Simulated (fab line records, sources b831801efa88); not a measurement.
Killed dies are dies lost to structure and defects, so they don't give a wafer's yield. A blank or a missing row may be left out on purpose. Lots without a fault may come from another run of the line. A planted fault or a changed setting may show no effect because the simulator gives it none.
Split-lot experiment | flow sfq_line | 5 lots, 23 wafers read, on a route of 325 steps

THE SPLIT
At SFQ_TRILAYER_M0_DEP_SPUTTER_019 (material Nb, target thk 200 nm, time 133.3 s), the setting time_s was moved away from the recipe's 133.3 s on 8 of the 23 wafers read, by -8.3% to +11.4%. The other wafers ran this setting at the recipe's value.

FROM THE SPLIT TO THE READING: what the file shows between them, 2 steps
- SFQ_M0_RS_MEAS_904: measures by four-point-probe
- SFQ_TRILAYER_M0_LITHO_COAT_026: resist thk 62 nm (also split here: resist_thk_nm)

THE READING
oes_product_au, in a.u., at SFQ_TRILAYER_M0_ETCH_METAL_ETCH_024 (etches Nb in Cl2/Ar, stops on SiO2, target depth 240 nm, time 120 s). Fault-free wafers of this fab line usually give 0.898 a.u., standard deviation 0.0074 a.u..

wafer  | tool, chamber at the split | time_s as run, s | against the recipe | oes_product_au, a.u. | against lot-mates on the recipe
L074.1 | pvd_sputter-04, -          | 133.3            | recipe             | 0.914                | -
L074.2 | pvd_sputter-04, -          | 148.5            | +11.4%             | 0.948                | +0.046
L074.3 | pvd_sputter-04, -          | 133.3            | recipe             | 0.889                | -
L074.4 | pvd_sputter-04, -          | 148.5            | +11.4%             | 0.963                | +0.061
L074.5 | pvd_sputter-04, -          | 148.5            | +11.4%             | 0.954                | +0.052
L077.1 | pvd_sputter-06, -          | 133.3            | recipe             | 0.901                | -
L077.4 | pvd_sputter-06, -          | 133.3            | recipe             | 0.898                | -
L077.5 | pvd_sputter-06, -          | 133.3            | recipe             | 0.894                | -
L082.1 | pvd_sputter-04, -          | 133.3            | recipe             | 0.902                | -
L082.2 | pvd_sputter-04, -          | 133.3            | recipe             | 0.904                | -
L082.3 | pvd_sputter-04, -          | 133.3            | recipe             | 0.913                | -
L082.4 | pvd_sputter-04, -          | 133.3            | recipe             | 0.906                | -
L082.5 | pvd_sputter-04, -          | 133.3            | recipe             | 0.906                | -
L084.1 | pvd_sputter-05, -          | 145.7            | +9.3%              | 0.917                | +0.019
L084.3 | pvd_sputter-05, -          | 133.3            | recipe             | 0.901                | -
L084.4 | pvd_sputter-05, -          | 145.7            | +9.3%              | 0.944                | +0.046
L084.5 | pvd_sputter-05, -          | 133.3            | recipe             | 0.895                | -
L084.6 | pvd_sputter-05, -          | 145.7            | +9.3%              | 0.928                | +0.030
L085.1 | pvd_sputter-06, -          | 133.3            | recipe             | 0.893                | -
L085.2 | pvd_sputter-06, -          | 122.2            | -8.3%              | 0.848                | -0.040
L085.3 | pvd_sputter-06, -          | 133.3            | recipe             | 0.882                | -
L085.4 | pvd_sputter-06, -          | 133.3            | recipe             | 0.890                | -
L085.6 | pvd_sputter-06, -          | 122.2            | -8.3%              | 0.827                | -0.061

THE FIT
A straight line over all 23 wafers: oes_product_au changes by +0.00504 a.u. for each +1% of time_s; r = +0.92; the points scatter about the line by 0.012 a.u..
The same after taking each lot's own level away (the mean of its wafers on the recipe; 23 wafers): +0.00466 a.u. for each +1%; r = +0.95; scatter 0.0091 a.u..
On that fit, the largest move of time_s shifts the reading by 0.053 a.u..
The lots' own levels span 0.8883 to 0.9062 a.u., that is 2.4 times the standard deviation above.
So the lot-to-lot level changes the slope little: the two slopes agree.
Check: with one of the wafers moved furthest among these (+11.4%) left out of the fit, the line predicts +0.0515 a.u. for it against its lot-mates. It came out at +0.0465 a.u. against them.

OTHER SPLITS ON THESE WAFERS
These wafers also went through other splits before the reading. Each is held against what the fit with the lots' levels taken away leaves over:
other split on the same wafers                 | wafers away from the commonest value | r with oes_product_au (lot level and that fit taken away)
SFQ_TRILAYER_L0_LITHO_COAT_010 spin_rpm        | 9                                    | -0.14
SFQ_TRILAYER_L0_BARC_OPEN_METAL_ETCH_010 icp_w | 8                                    | -0.07
SFQ_TRILAYER_L0_CAP_PECVD_011 time_s           | 11                                   | -0.09
SFQ_TRILAYER_L0_VIA_ETCH_VIA_ETCH_016 source_w | 8                                    | -0.62
SFQ_TRILAYER_M0_LITHO_COAT_026 resist_thk_nm   | 7                                    | +0.12

THE WHOLE CHAIN: every reading that the file lists as answering this split, in the file's order
step                                | what it does                                                        | reading                                                                                   | change (the file's fit)                   | r (the file's)
SFQ_TRILAYER_M0_DEP_SPUTTER_019     | material Nb, target thk 200 nm, time 133.3 s                        | Nb_of_TRILAYER_M0_DEP_SPUTTER_019.thk_nm (the simulator's own value, which no gauge read) | +1.99 nm for each +1% of the setting      | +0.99
SFQ_M0_RS_MEAS_904                  | measures by four-point-probe                                        | M0_NB_RS                                                                                  | -0.00854 for each +1% of the setting      | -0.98
SFQ_TRILAYER_M0_ETCH_METAL_ETCH_024 | etches Nb in Cl2/Ar, stops on SiO2, target depth 240 nm, time 120 s | oes_product_au                                                                            | +0.00464 a.u. for each +1% of the setting | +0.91

THE FILE'S OWN FIT
oes_product_au changes by +0.00464 a.u. for each +1% of time_s, r = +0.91.
